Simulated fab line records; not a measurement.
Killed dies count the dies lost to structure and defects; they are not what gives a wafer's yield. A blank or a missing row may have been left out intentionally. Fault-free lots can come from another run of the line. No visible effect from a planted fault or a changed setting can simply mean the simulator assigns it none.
fab line records	flow sky130
[record] lots = 6	wafers = 18	last_day = 50
route steps=708 shown METAL5@665 PASSIVATION@681 PAD_OPEN@694
lots that met no fault: from a run of the same line without faults
start_h: hours from the record's opening day to when the first of the lot's shown wafers began	wait_h: how many hours have passed since the lot's step before this one	" repeats the value in the row above	L1.1+2: a single row standing in for several wafers	- either no value or no given start	* or withheld: withheld	< > ~ a bound
route shown NAME@n: NAME is a module with steps in the file, n the number in the route of the first one	usual: mean and standard deviation over wafers with no fault	same: alike in all rows	chamber/n: place in a boat	sites: the reading at each site	_std_site: standard deviation across them	_edge_site: the outer-site mean with the inner-site mean subtracted	radius_mm: for every site, how far away it sits from the centre of the wafer	mask NAME#n: copy n	behind: the tool/chamber that last shaped the wafer	hold: why the lot was held/for how many hours/how that ended	device: names the non-switching transistor (n, p or np)	end of line: the tests these same wafers got at the end of their route	where a step has no rows: the recipe by itself	killed: at the first sort, the dies lost to defects and structure; wafer yield is something else	map: per-die view of a wafer (x killed, . not killed, _ where there is no die)
set.NAME: the setting as run; set.NAME@STEP: as run at that earlier step	model.NAME: the simulator's own value behind a step, which no gauge read
lots seen at some steps along the route; tables by step, rows by wafer
services: a tool's chamber out of use, with start hour (start_h, from the record's first day; less than 0 if before it), hours out, and reason
[[steps]]
[step SKY_METAL5_SPUTTER_04]
[recipe] material = TiN	target_thk_nm = 70	power_w = 6500	time_s = 58.3	chamber_pressure_pa = 0.4
[usual] throttle_valve_pct = 30.1/0.71
lot.wafer	tool	chamber	start_h	wait_h	throttle_valve_pct
L263.3	pvd_sputter-02	-	1022.42	0.0	30.3
L263.4	"	-	"	"	31.1
L263.5	"	-	"	"	30.5
L264.1	pvd_sputter-04	-	1047.43	0.0	30.1
L264.2	"	-	"	"	30.3
L264.3	"	-	"	"	28.9
L265.1	pvd_sputter-04	-	1052.81	0.0	29.2
L265.2	"	-	"	"	30.3
L265.4	"	-	"	"	30.7
L274.2	pvd_sputter-01	-	1100.49	0.0	28.8
L274.3	"	-	"	"	29.8
L274.4	"	-	"	"	29.5
L278.1	pvd_sputter-04	-	1116.95	0.0	30.8
L278.5	"	-	"	"	30.3
L278.6	"	-	"	"	30.7
L282.1	pvd_sputter-04	-	1139.77	0.0	30.4
L282.3	"	-	"	"	29.1
L282.5	"	-	"	"	30.4
[step SKY_METAL5_RS_MEAS_05]
[recipe] thk_meas_gauge = four-point-probe	reads = TiN_of_METAL5_SPUTTER_04+Ti_of_METAL5_SPUTTER_03+AlCu_of_METAL5_SPUTTER_02+TiN_of_METAL5_SPUTTER_01+Ti_of_METAL5_SPUTTER_00
[usual] METAL5_ALCU_RS = 0.0271/0.0003
lot.wafer	tool	chamber	start_h	wait_h	METAL5_ALCU_RS[ohm/sq]
L263.3	film_metro-04	-	1022.51	0.1	0.0274
L263.4	"	-	"	"	0.0274
L263.5	"	-	"	"	0.0270
L264.1	film_metro-01	-	1047.48	0.0	0.0270
L264.2	"	-	"	"	0.0273
L264.3	"	-	"	"	0.0270
L265.1	film_metro-02	-	1052.86	0.0	0.0270
L265.2	"	-	"	"	0.0270
L265.4	"	-	"	"	0.0272
L274.2	film_metro-02	-	1100.56	0.0	0.0267
L274.3	"	-	"	"	0.0272
L274.4	"	-	"	"	0.0270
L278.1	film_metro-01	-	1117.00	0.0	0.0274
L278.5	"	-	"	"	0.0271
L278.6	"	-	"	"	0.0272
L282.1	film_metro-01	-	1139.81	0.0	0.0270
L282.3	"	-	"	"	0.0267
L282.5	"	-	"	"	0.0271
[step SKY_METAL5_THK_MEAS_06]
[recipe] thk_meas_gauge = xrf	reads = AlCu_of_METAL5_SPUTTER_02
[usual] METAL5_ALCU_THK = 1148/15
lot.wafer	tool	chamber	start_h	wait_h	METAL5_ALCU_THK[nm]
L263.3	film_metro-04	-	1022.61	0.1	1142
L263.4	"	-	"	"	1147
L263.5	"	-	"	"	1161
L264.1	film_metro-01	-	1047.60	0.1	1145
L264.2	"	-	"	"	1138
L264.3	"	-	"	"	1152
L265.1	film_metro-02	-	1052.98	0.1	1137
L265.2	"	-	"	"	1140
L265.4	"	-	"	"	1130
L274.2	film_metro-02	-	1100.67	0.1	1144
L274.3	"	-	"	"	1129
L274.4	"	-	"	"	1125
L278.1	film_metro-01	-	1117.12	0.1	1143
L278.5	"	-	"	"	1158
L278.6	"	-	"	"	1141
L282.1	film_metro-01	-	1139.93	0.1	1165
L282.3	"	-	"	"	1176
L282.5	"	-	"	"	1157
[step SKY_METAL5_DEHYDRATE_07]
[recipe] temp_c = 200	time_s = 60
[step SKY_METAL5_HMDS_08]
[recipe] prime_time_s = 60	prime_temp_c = 120
[step SKY_METAL5_COAT_09]
[recipe] resist = NOVOLAK	spin_rpm = 3000	resist_thk_nm = 1800
[step SKY_METAL5_SOFTBAKE_10]
[recipe] temp_c = 90	time_s = 60	resist = NOVOLAK
[step SKY_METAL5_EXPOSE_11]
[recipe] mask_id = MM5	na = 0.6	source_shape = conventional	sigma_outer = 0.6	polarization = unpolarized	target_cd_nm = 1600	dose_mj = 190
[step SKY_METAL5_PEB_12]
[recipe] temp_c = withheld	time_s = *	resist = NOVOLAK
[step SKY_METAL5_DEVELOP_13]
[recipe] resist = NOVOLAK	developer = TMAH	develop_time_s = 60	dev_temp_c = 23
[step SKY_METAL5_DESCUM_14]
[recipe] chemistry = O2	source_power_w = 150	bias_power_w = 0	pressure_mtorr = 10	temp_c = 40	time_s = 11
[usual] drypump_motor_current_A = 5.8/0.43	oes_product_au = 0.999/0.0082	temp_c = 40.00/0.1
lot.wafer	tool	chamber	start_h	wait_h	drypump_motor_current_A	oes_product_au	rf_hours_counter_h	temp_c
L263.3	rie_metal-02	1	1044.27	0.1	6.5	1.001	-	40.06
L263.4	"	0	"	"	6.0	1.013	-	40.00
L263.5	"	0	"	"	6.0	1.011	-	40.07
L264.1	rie_metal-02	0	1069.01	0.1	6.0	0.998	19	40.00
L264.2	"	1	"	"	6.5	1.001	21	39.91
L264.3	"	0	"	"	6.0	1.013	-	40.05
L265.1	rie_metal-01	0	1074.31	0.1	5.4	1.018	0	39.89
L265.2	"	1	"	"	6.0	0.999	12	39.99
L265.4	"	0	"	"	5.4	1.005	-	40.00
L274.2	rie_metal-01	1	1120.41	0.1	6.0	0.983	15	40.15
L274.3	"	1	"	"	6.0	0.996	-	40.14
L274.4	"	0	"	"	5.4	0.988	-	39.98
L278.1	rie_metal-01	1	1137.16	0.1	6.0	1.004	16	39.96
L278.5	"	0	"	"	5.4	1.008	-	39.95
L278.6	"	1	"	"	6.0	1.007	-	40.05
L282.1	rie_metal-03	0	1158.67	0.1	5.3	1.010	23	40.10
L282.3	"	1	"	"	5.3	0.989	-	40.09
L282.5	"	1	"	"	5.3	0.986	-	40.11
[step SKY_METAL5_METAL_ETCH_15]
[recipe] target_depth_a = 12600	stop_on = SiO2	over_etch_frac = 0.2	time_s = 252	chemistry = Cl2/BCl3	resist_sidewall_deg = 86	pressure_mtorr = 10	icp_w = 900	bias_w = 48.5	Cl2_flow_sccm = 60	bcl3_flow_sccm = 30
[usual] drypump_motor_current_A = 5.8/0.42	oes_product_au = 0.895/0.0055	throttle_valve_pct = 22.264/0.0099
lot.wafer	tool	chamber	start_h	wait_h	drypump_motor_current_A	oes_product_au	rf_hours_counter_h	throttle_valve_pct
L263.3	rie_metal-02	1	1044.37	0.1	6.5	0.903	-	22.276
L263.4	"	0	"	"	6.0	0.893	-	22.266
L263.5	"	0	"	"	6.0	0.891	-	22.266
L264.1	rie_metal-02	0	1069.05	0.0	6.0	0.893	19	22.273
L264.2	"	1	"	"	6.5	0.886	21	22.253
L264.3	"	0	"	"	6.0	0.905	-	22.265
L265.1	rie_metal-01	0	1074.35	0.0	5.4	0.906	0	22.268
L265.2	"	1	"	"	6.0	0.884	12	22.275
L265.4	"	0	"	"	5.4	0.893	-	22.244
L274.2	rie_metal-01	1	1120.45	0.0	6.0	0.895	15	22.270
L274.3	"	1	"	"	6.0	0.898	-	22.256
L274.4	"	0	"	"	5.4	0.891	-	22.255
L278.1	rie_metal-01	1	1137.20	0.0	6.0	0.898	16	22.269
L278.5	"	0	"	"	5.4	0.894	-	22.248
L278.6	"	1	"	"	6.0	0.896	-	22.265
L282.1	rie_metal-03	0	1158.70	0.0	5.3	0.902	23	22.269
L282.3	"	1	"	"	5.4	0.897	-	22.256
L282.5	"	1	"	"	5.3	0.896	-	22.255
[step SKY_METAL5_STRIP_16]
[recipe] chemistry = O2/N2	power_w = 1400	pressure_mtorr = 1500	platen_temp_c = withheld	o2_flow_sccm = 3000	n2_flow_sccm = 300	overash_fraction = 0.5
[usual] drypump_motor_current_A = 5.9/0.36	oes_product_au = 0.710/0.0043	strip_time_to_endpoint_s = 13.08/0.12
lot.wafer	tool	chamber	start_h	wait_h	drypump_motor_current_A	oes_product_au	rf_hours_counter_h	strip_time_to_endpoint_s
L263.3	plasma_asher-03	0	1044.56	0.1	5.9	0.711	-	13.09
L263.4	"	1	"	"	5.6	0.716	-	13.05
L263.5	"	0	"	"	5.9	0.703	-	12.91
L264.1	plasma_asher-02	1	1069.28	0.2	5.8	0.716	96	13.17
L264.2	"	0	"	"	6.5	0.707	96	13.10
L264.3	"	1	"	"	5.8	0.715	-	13.18
L265.1	plasma_asher-04	0	1074.58	0.2	6.0	0.713	33	12.88
L265.2	"	1	"	"	5.2	0.704	33	12.98
L265.4	"	1	"	"	5.2	0.712	-	13.05
L274.2	plasma_asher-02	1	1120.68	0.2	5.8	0.711	102	13.20
L274.3	"	0	"	"	6.5	0.712	-	13.13
L274.4	"	1	"	"	5.8	0.708	-	13.06
L278.1	plasma_asher-02	1	1137.43	0.2	5.8	0.703	103	13.11
L278.5	"	0	"	"	6.5	0.715	-	13.01
L278.6	"	1	"	"	5.8	0.714	-	13.12
L282.1	plasma_asher-03	1	1158.94	0.2	5.6	0.710	9	12.94
L282.3	"	1	"	"	5.6	0.715	-	13.22
L282.5	"	0	"	"	6.0	0.714	-	13.17
[step SKY_METAL5_STRIP_17]
[recipe] chemistry = post_etch_residue_remover	time_s = 1200	temp_c = 72.5
[step SKY_METAL5_CLEAN_18]
[recipe] chemistry = IPA	time_s = 180	temp_c = 25
[step SKY_METAL5_CLEAN_19]
[recipe] chemistry = O3/DIW	dry = n2_spin
[step SKY_PASSIVATION_CVD_00]
[recipe] material = SiO2	target_thk_nm = 90	temp_c = 400	time_s = withheld	rf_w = 600
[step SKY_PASSIVATION_THK_MEAS_01]
[recipe] reads = SiO2_of_PASSIVATION_CVD_00
[usual] PASSIVATION_CVD_00_THK = 90.2/1.3
lot.wafer	tool	chamber	start_h	wait_h	PASSIVATION_CVD_00_THK[nm]
L263.3	film_metro-02	-	1045.16	-	89.5
L263.4	"	-	"	"	91.1
L263.5	"	-	"	"	91.0
L264.1	film_metro-01	-	1070.27	-	90.7
L264.2	"	-	"	"	89.5
L264.3	"	-	"	"	90.3
L265.1	film_metro-01	-	1075.20	-	88.9
L265.2	"	-	"	"	89.5
L265.4	"	-	"	"	88.0
L274.2	film_metro-02	-	1121.34	-	88.6
L274.3	"	-	"	"	89.3
L274.4	"	-	"	"	91.7
L278.1	film_metro-01	-	1138.05	-	89.1
L278.5	"	-	"	"	91.3
L278.6	"	-	"	"	91.5
L282.1	film_metro-01	-	1159.57	-	90.4
L282.3	"	-	"	"	90.7
L282.5	"	-	"	"	91.7
[step SKY_PASSIVATION_CVD_02]
[recipe] material = Si3N4	target_thk_nm = 540	temp_c = 400	time_s = withheld	rf_w = 450
[step SKY_PASSIVATION_THK_MEAS_03]
[recipe] reads = Si3N4_of_PASSIVATION_CVD_02
[usual] PASSIVATION_CVD_02_THK = 540/8.5
lot.wafer	tool	chamber	start_h	wait_h	PASSIVATION_CVD_02_THK[nm]
L263.3	film_metro-03	-	1045.45	-	540
L263.4	"	-	"	"	539
L263.5	"	-	"	"	549
L264.1	film_metro-01	-	1070.55	-	528
L264.2	"	-	"	"	528
L264.3	"	-	"	"	525
L265.1	film_metro-01	-	1075.49	-	539
L265.2	"	-	"	"	527
L265.4	"	-	"	"	549
L274.2	film_metro-03	-	1121.62	-	529
L274.3	"	-	"	"	535
L274.4	"	-	"	"	537
L278.1	film_metro-01	-	1138.33	-	522
L278.5	"	-	"	"	544
L278.6	"	-	"	"	551
L282.1	film_metro-03	-	1159.85	-	538
L282.3	"	-	"	"	517
L282.5	"	-	"	"	546
[step SKY_PASSIVATION_DEHYDRATE_04]
[recipe] temp_c = 200	time_s = 60
[step SKY_PASSIVATION_HMDS_05]
[recipe] prime_time_s = 60	prime_temp_c = 120
[step SKY_PASSIVATION_COAT_06]
[recipe] spin_rpm = 2000	resist_thk_nm = 3000
[step SKY_PASSIVATION_SOFTBAKE_07]
[recipe] temp_c = 110	time_s = withheld
[step SKY_PASSIVATION_EXPOSE_08]
[recipe] mask_id = NSM	target_cd_nm = 3000	na = 0.57	dose_mj = 260
[step SKY_PASSIVATION_PEB_09]
[recipe] temp_c = 115	time_s = withheld
[step SKY_PASSIVATION_DEVELOP_10]
[recipe] develop_time_s = 60	dev_temp_c = 23
[step SKY_PASSIVATION_ETCH_11]
[recipe] chemistry = CF4/O2	target_depth_nm = 725	stop_on = AlCu	source_w = 800	bias_w = 150	pressure_mtorr = 150	cf4_flow_sccm = 80	O2_flow_sccm = 10	time_s = 161.1
[usual] drypump_motor_current_A = 5.7/0.36	oes_product_au = 0.979/0.0077	throttle_valve_pct = 5.964/0.0091
lot.wafer	tool	chamber	start_h	wait_h	drypump_motor_current_A	oes_product_au	rf_hours_counter_h	throttle_valve_pct
L263.3	rie_diel-04	0	1067.20	-	6.0	0.975	20	5.970
L263.4	"	2	"	"	6.3	0.978	20	5.957
L263.5	"	2	"	"	6.3	0.987	-	5.965
L264.1	rie_diel-04	2	1090.82	-	6.3	0.970	21	5.964
L264.2	"	1	"	"	5.2	0.974	18	5.968
L264.3	"	3	"	"	5.8	0.965	29	5.969
L265.1	rie_diel-03	3	1095.70	-	5.2	0.978	19	5.960
L265.2	"	2	"	"	6.2	0.962	17	5.957
L265.4	"	1	"	"	5.7	0.990	-	5.972
L274.2	rie_diel-01	1	1141.41	-	5.8	0.971	23	5.980
L274.3	"	3	"	"	5.5	0.973	20	5.977
L274.4	"	1	"	"	5.8	0.981	-	5.957
L278.1	rie_diel-03	2	1156.40	-	6.2	0.962	20	5.948
L278.5	"	2	"	"	6.3	0.988	-	5.971
L278.6	"	1	"	"	5.6	0.983	-	5.969
L282.1	rie_diel-04	0	1176.81	-	6.0	0.973	24	5.965
L282.3	"	1	"	"	5.2	0.954	21	5.955
L282.5	"	2	"	"	6.3	0.993	-	5.956
[step SKY_PASSIVATION_STRIP_12]
[recipe] chemistry = O2/N2	power_w = 1400	pressure_mtorr = 1500	platen_temp_c = withheld	overash_fraction = 0.7	o2_flow_sccm = 3000	n2_flow_sccm = 300
[step SKY_PAD_OPEN_DEHYDRATE_00]
[recipe] temp_c = 200	time_s = 60
[step SKY_PAD_OPEN_HMDS_01]
[recipe] prime_time_s = 60	prime_temp_c = 120
[step SKY_PAD_OPEN_COAT_02]
[recipe] spin_rpm = 2000	resist_thk_nm = 3000
[step SKY_PAD_OPEN_SOFTBAKE_03]
[recipe] temp_c = 110	time_s = withheld
[step SKY_PAD_OPEN_EXPOSE_04]
[recipe] mask_id = PDM	target_cd_nm = 60000	na = 0.57	dose_mj = 260
[step SKY_PAD_OPEN_PEB_05]
[recipe] temp_c = 115	time_s = withheld
[step SKY_PAD_OPEN_DEVELOP_06]
[recipe] develop_time_s = 60	dev_temp_c = 23
[step SKY_PAD_OPEN_ETCH_07]
[recipe] chemistry = CF4/O2	target_depth_nm = 725	stop_on = AlCu	source_w = 800	bias_w = 150	pressure_mtorr = 150	cf4_flow_sccm = 80	O2_flow_sccm = 10	time_s = 161.1
[usual] drypump_motor_current_A = 5.7/0.39	oes_product_au = 0.978/0.0079	throttle_valve_pct = 5.965/0.0096
lot.wafer	tool	chamber	start_h	wait_h	drypump_motor_current_A	oes_product_au	rf_hours_counter_h	throttle_valve_pct
L263.3	rie_diel-03	3	1087.96	-	5.2	0.977	18	5.969
L263.4	"	3	"	"	5.2	0.975	-	5.974
L263.5	"	1	"	"	5.6	0.993	-	5.967
L264.1	rie_diel-04	1	1110.55	-	5.2	0.972	19	5.963
L264.2	"	3	"	"	5.8	0.975	30	5.968
L264.3	"	0	"	"	6.0	0.978	21	5.954
L265.1	rie_diel-03	2	1115.75	-	6.2	0.974	18	5.960
L265.2	"	3	"	"	5.2	0.970	19	5.966
L265.4	"	0	"	"	5.5	0.977	16	5.954
L274.2	rie_diel-03	3	1160.36	-	5.2	0.969	21	5.961
L274.3	"	0	"	"	5.5	0.976	18	5.953
L274.4	"	2	"	"	6.2	0.979	20	5.963
L278.1	rie_diel-04	3	1173.71	-	5.8	0.961	32	5.959
L278.5	"	0	"	"	6.0	0.975	-	5.971
L278.6	"	3	"	"	5.8	0.994	-	5.964
L282.1	rie_diel-04	3	1191.81	-	5.8	0.978	33	5.973
L282.3	"	0	"	"	6.0	0.966	25	5.960
L282.5	"	2	"	"	6.3	0.985	-	5.963
[step SKY_PAD_OPEN_STRIP_08]
[recipe] chemistry = O2/N2	power_w = 1400	pressure_mtorr = 1500	platen_temp_c = withheld	overash_fraction = 0.7	o2_flow_sccm = 3000	n2_flow_sccm = 300
[step SKY_PAD_OPEN_STRIP_09]
[recipe] chemistry = post_etch_residue_remover	time_s = 1200	temp_c = 72.5
[step SKY_PAD_OPEN_CLEAN_10]
[recipe] chemistry = IPA	time_s = 180	temp_c = 25
[step SKY_PAD_OPEN_CLEAN_11]
[recipe] chemistry = O3/DIW	dry = n2_spin
[step SKY_PAD_OPEN_ANNEAL_12]
[recipe] temp_c = 400	time_s = withheld	ambient = N2/H2	idle_temp_c = 300	ramp_up_c_per_min = 8	ramp_down_c_per_min = 4
[step SKY_PAD_OPEN_PROBE_99]
[usual] defect_limited_yield = 82.7/1.9	killed_at_M0_to_M3 = 43/6.8	killed_at_M4_up = 3.0/1.8	killed_at_contacts = 23/5.4	killed_at_front_end = 15/4.4	killed_at_other = 0.3/0.51	killed_dies = 85/9.2	killed_open = 47/6.8	killed_short = 39/6.8	sort_bin_3_pad_short = 0.8/0.43	sort_bin_5_function = 10.3/1.5	sort_bin_6_memory = 6.2/0.96	sort_n_pass = 407/9.2	sort_yield_pct = 82.7/1.9
[same] gross_dies = 492	killed_at_back_side = 0	sort_bin_4_leakage[%] = 0	sort_bin_8_speed[%] = 0
lot.wafer	tool	chamber	start_h	wait_h	defect_limited_yield[%]	killed_at_M0_to_M3	killed_at_M4_up	killed_at_contacts	killed_at_front_end	killed_at_other	killed_dies	killed_open	killed_short	sort_bin_3_pad_short[%]	sort_bin_5_function[%]	sort_bin_6_memory[%]	sort_n_pass	sort_yield_pct[%]	model.etest.tester.sort_n_pass	model.etest.tester.sort_yield_pct	model.etest.tester.sort_bin_5_pct	model.etest.tester.sort_bin_3_pct
L265.1	prober-01	-	1118.08	0.1	81.3	48	3	23	16	2	92	51	41	1.2	11.2	6.3	400	81.3	400	81.3	11.18	1.22
L265.2	prober-01	-	1118.13	0.1	83.1	50	1	18	14	0	83	48	35	0.8	10.0	6.1	409	83.1	409	83.13	9.959	0.813
L265.4	prober-01	-	1118.23	0.2	85.0	34	3	20	17	0	74	47	27	0.4	8.7	5.9	418	85.0	418	84.96	8.74	0.4065
L274.2	prober-02	-	1162.83	0.1	73.6	40	54	20	15	1	130	48	33	4.3	14.4	7.7	362	73.6	362	73.58	14.43	4.268
L274.3	prober-02	-	1162.88	0.2	73.4	34	61	19	17	0	131	40	31	4.5	17.1	5.1	361	73.4	361	73.37	17.07	4.472
L274.4	prober-02	-	1162.93	0.2	73.6	31	53	22	24	0	130	47	32	5.1	15.0	6.3	362	73.6	362	73.58	15.04	5.081
L278.1	prober-02	-	1176.43	0.1	75.2	42	52	10	17	1	122	41	31	3.7	16.1	5.1	370	75.2	370	75.2	16.06	3.659
L278.5	prober-02	-	1176.63	0.2	67.9	42	77	20	19	0	158	49	38	5.3	19.3	7.5	334	67.9	334	67.89	19.31	5.285
L278.6	prober-02	-	1176.68	0.2	75.0	37	44	29	13	0	123	45	36	3.3	15.4	6.3	369	75.0	369	75	15.45	3.252
// killed by level:class
L265.1 CONTACT:geometric_particle:open=12 VIA1:geometric_particle:open=9 POLY_GATE:geometric_particle:open=6 VIA2:geometric_particle:open=6 VIA2:geometric_particle:short=6 METAL2:geometric_particle:short=6 FIELD_ISO:geometric_particle:open=5 VIA1:geometric_particle:short=5
L265.2 VIA1:geometric_particle:open=13 VIA3:geometric_particle:open=11 METAL1:geometric_particle:short=10 CONTACT:geometric_particle:open=8 FIELD_ISO:geometric_particle:short=4 FIELD_ISO:geometric_particle:open=4 LI_CONTACT:geometric_particle:open=4 CONTACT:geometric_particle:short=4
L265.4 VIA2:geometric_particle:open=10 CONTACT:geometric_particle:open=9 LI_CONTACT:geometric_particle:open=7 POLY_GATE:geometric_particle:short=6 POLY_GATE:geometric_particle:open=5 VIA1:geometric_particle:open=5 VIA1:geometric_particle:short=3 VIA3:geometric_particle:open=3
L274.2 METAL5:unspecified=49 VIA1:geometric_particle:open=15 CONTACT:geometric_particle:open=11 VIA2:geometric_particle:open=8 FIELD_ISO:geometric_particle:short=6 VIA1:geometric_particle:short=5 FIELD_ISO:geometric_particle:open=4 POLY_GATE:geometric_particle:short=4
L274.3 METAL5:unspecified=60 VIA1:geometric_particle:open=9 FIELD_ISO:geometric_particle:open=6 LI_CONTACT:geometric_particle:open=6 CONTACT:geometric_particle:open=6 VIA1:geometric_particle:short=5 LOCAL_INTERCONNECT:geometric_particle:short=5 VIA3:geometric_particle:short=4
L274.4 METAL5:unspecified=51 VIA1:geometric_particle:open=10 CONTACT:geometric_particle:open=9 FIELD_ISO:geometric_particle:short=6 POLY_GATE:geometric_particle:open=5 CONTACT:geometric_particle:short=5 FIELD_ISO:geometric_particle:open=4 VIA1:geometric_particle:short=4
L278.1 METAL5:unspecified=50 VIA1:geometric_particle:open=9 VIA3:geometric_particle:open=9 METAL1:geometric_particle:short=7 VIA2:geometric_particle:open=5 METAL2:geometric_particle:short=5 FIELD_ISO:geometric_particle:short=4 CONTACT:geometric_particle:open=4
L278.5 METAL5:unspecified=71 VIA1:geometric_particle:open=10 VIA3:geometric_particle:open=10 POLY_GATE:geometric_particle:open=7 CONTACT:geometric_particle:open=7 VIA2:geometric_particle:open=6 POLY_GATE:geometric_particle:short=5 LI_CONTACT:geometric_particle:open=4
L278.6 METAL5:unspecified=42 CONTACT:geometric_particle:open=9 VIA1:geometric_particle:open=8 METAL1:geometric_particle:short=7 LI_CONTACT:geometric_particle:open=6 VIA2:geometric_particle:open=6 CONTACT:geometric_particle:short=5 LOCAL_INTERCONNECT:geometric_particle:open=4
// map L274.3 (x killed, . not)
__________x.x..x...._________
________.x..........x._______
______.x.x...........x.x_____
_____.....x..............____
____.x..........xxx.x.....___
___..x........x............__
__.......x.....x.....x...x.._
_...x.x...........x........x.
_............x..xxx..........
_...xx.....xxxxx....x..x..x..
_..x.....x.xxxxxxxx.....x....
_.....x...xxxxxxxxx........xx
_.x.......xxxxxxxxxx.........
_.xx......xxxxxxxxx.x.......x
_.....x...xxxxxxxxxx...x.....
__....x.....xxxxxxx....x...._
___......x.x.x.xx......x...__
____...x...x.x.x....x..x..___
_____...x..........x..x..____
______.....x............_____
________.x..x..x..x..x_______
__________..x..x..x._________
// map L278.5 (x killed, . not)
__________.........._________
________.x.....x...x.._______
______..x...........x..x_____
_____..x............x.x..____
____..........x...........___
___.........x....x.....x...__
__...........x..x..........x_
_...x..x......xx...........x.
_............xxx..........x..
_..........xxxxxxxx..x.......
_.x.......xxxxxxxx.x...xx.x..
_.xxx..x.x.xxxxxxxxxxx.xx...x
_.x......xxxxxxxxxx.....xx.x.
_x.....x.xxxxxxxxx.x.x....xxx
_.....x..xxxxxxxxxx.xx.x.....
__..x...x.xxxxxx..x....x...._
___.xx....xxxxxxxx...x.x...__
____..x.xx.xxxxx........x.___
_____xx.....x......xxx..x____
______..x..x.......x...._____
________......xx......_______
__________xx..x..xx._________
[[services]]
tool	chamber	start_h	hours	kind
rie_metal-03	-	999.42	0.6	repair
rie_diel-03	2	1006.80	2.0	repair
rie_diel-03	2	1011.03	3.7	repair
rie_diel-04	1	1018.24	9.8	repair
rie_diel-03	3	1019.48	5.2	repair
plasma_asher-02	-	1019.71	14.2	repair
pvd_sputter-04	-	1022.26	1.9	repair
plasma_asher-04	-	1037.40	3.3	repair
rie_diel-03	1	1039.47	5.5	repair
rie_metal-03	-	1047.56	2.8	pm
rie_metal-01	-	1047.77	22.0	repair
rie_diel-01	-	1049.45	4.3	pm
plasma_asher-03	-	1055.25	9.0	pm
rie_diel-03	3	1064.53	21.6	repair
rie_diel-04	0	1073.44	4.2	repair
rie_diel-04	0	1078.70	1.5	repair
rie_diel-04	-	1083.23	0.9	repair
rie_diel-04	-	1093.01	1.7	repair
rie_diel-03	1	1118.81	2.8	repair
rie_metal-02	0	1132.96	8.7	repair
rie_diel-03	-	1137.75	2.8	pm
rie_diel-03	2	1141.87	3.6	repair
plasma_asher-03	-	1152.01	1.4	repair
rie_metal-01	0	1183.10	11.3	repair
[[key]]
[first_sign] step = SKY_PAD_OPEN_PROBE_99	reading = killed_at_M4_up	direction = up	sigmas = 30	usual = 3.0	struck = 56.8
[effect] step = SKY_PAD_OPEN_PROBE_99	reading = sort_bin_3_pad_short	direction = up	sigmas = 8.1	usual = 0.8	struck = 4.3
[model_effect] step = SKY_PAD_OPEN_PROBE_99	value = etest.tester.sort_n_pass	without = 406.5	struck = 359.7
met_at SKY_METAL5_STRIP_16
struck_wafers L274.2,L274.3,L274.4,L278.1,L278.5,L278.6
onset_between 1069.28 1120.68
also_fits SKY_METAL5_DESCUM_14:rie_metal-01,SKY_METAL5_METAL_ETCH_15:rie_metal-01
[fault] kind = chamber_particle_source	tool = plasma_asher-02	chamber = -	onset_h = 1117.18	steps = SKY_METAL5_STRIP_16	rate_per_visit_cm2 = 1.4594	end_h = 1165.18
